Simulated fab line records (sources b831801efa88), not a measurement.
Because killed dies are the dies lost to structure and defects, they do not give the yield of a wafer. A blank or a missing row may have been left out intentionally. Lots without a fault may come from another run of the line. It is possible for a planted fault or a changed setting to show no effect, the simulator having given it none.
The same fault as seen by 2 desks / flow sky130 / every desk sees just its own numbers, and what lay behind them comes last

THE TOOL OWNER'S DESK: rie diel-01
The tool's own readings at SKY_POLY_GATE_ETCH_15 (etches BARC in N2/H2, stops on SiO2, time 118.5 s, target depth 110 nm): means of the sampled wafers that have a number, for each lot that ran on this tool. Any lot whose mean is over 4 standard deviations away from the usual mean is out of limits and marked OUT; that distance is given in the brackets.
Columns: A = drypump motor current A at SKY_POLY_GATE_ETCH_15, usual 5.80 A; B = oes product au at SKY_POLY_GATE_ETCH_15, usual 0.717 a.u.; C = throttle valve pct at SKY_POLY_GATE_ETCH_15, usual 13.213 %
lot=L449; first seen here=day 16 22:18; A=5.56; B=0.714; C=13.217
lot=L452; first seen here=day 18 04:14; A=5.91; B=0.713; C=13.208
lot=L454; first seen here=day 19 12:21; A=6.01; B=0.716; C=13.211
lot=L457; first seen here=day 20 02:29; A=5.70; B=0.718; C=13.212
lot=L458; first seen here=day 20 12:53; A=5.69; B=0.722; C=13.220
lot=L466; first seen here=day 23 19:35; A=5.80; B=0.718; C=13.222
lot=L470; first seen here=day 25 22:11; A=5.68; B=0.714; C=13.217
This desk's verdict: no lot among the 7 shows anything out of limits.

METROLOGY DESK
What the gauges read for every lot (on any tool): the sampled wafers with a number, averaged. Any lot whose mean is over 4 standard deviations away from the usual mean is out of limits and marked OUT; that distance is given in the brackets.
Columns: A = cd nm at SKY_POLY_GATE_CD_MEAS_22, usual 150.5 nm; B = LDD_P_OVL at SKY_LDD_P_OVL_MEAS_08, usual 0.1 nm; C = SD_N_RS at SKY_SD_N_RS_MEAS_16, usual 68.59 ohm/sq; D = RES_XHIGH_RS at SKY_SD_N_RS_MEAS_18, usual 330.7 ohm/sq
lot=L449; first seen here=day 17 00:00; A=154.1; B=1.0; C=68.52; D=329.9
lot=L452; first seen here=day 18 06:02; A=151.7; B=0.1; C=68.55; D=330.5
lot=L453; first seen here=day 18 14:16; A=152.0; B=-0.9; C=68.81; D=331.2
lot=L454; first seen here=day 19 14:10; A=147.3; B=0.7; C=68.76; D=331.5
lot=L457; first seen here=day 20 04:13; A=150.4; B=0.1; C=68.74; D=331.6
lot=L458; first seen here=day 20 14:35; A=146.8; B=1.2; C=68.80; D=330.2
lot=L465; first seen here=day 23 00:15; A=150.3; B=-0.5; C=68.70; D=330.4
lot=L466; first seen here=day 23 21:38; A=153.9; B=-0.2; C=68.61; D=330.5
lot=L468; first seen here=day 24 08:55; A=152.0; B=0.8; C=68.37; D=330.5
lot=L470; first seen here=day 25 23:54; A=147.4; B=1.3; C=68.47; D=329.7
lot=L469; first seen here=day 26 00:06; A=147.8; B=-0.2; C=68.63; D=331.7
This desk's verdict: no lot among the 11 shows anything out of limits.

PUT TOGETHER
Nothing out of limits was seen by the tool owner's desk.
From the metrology desk's view, nothing was out of limits.

WHAT HAD BEEN PUT IN BY THE SIMULATOR
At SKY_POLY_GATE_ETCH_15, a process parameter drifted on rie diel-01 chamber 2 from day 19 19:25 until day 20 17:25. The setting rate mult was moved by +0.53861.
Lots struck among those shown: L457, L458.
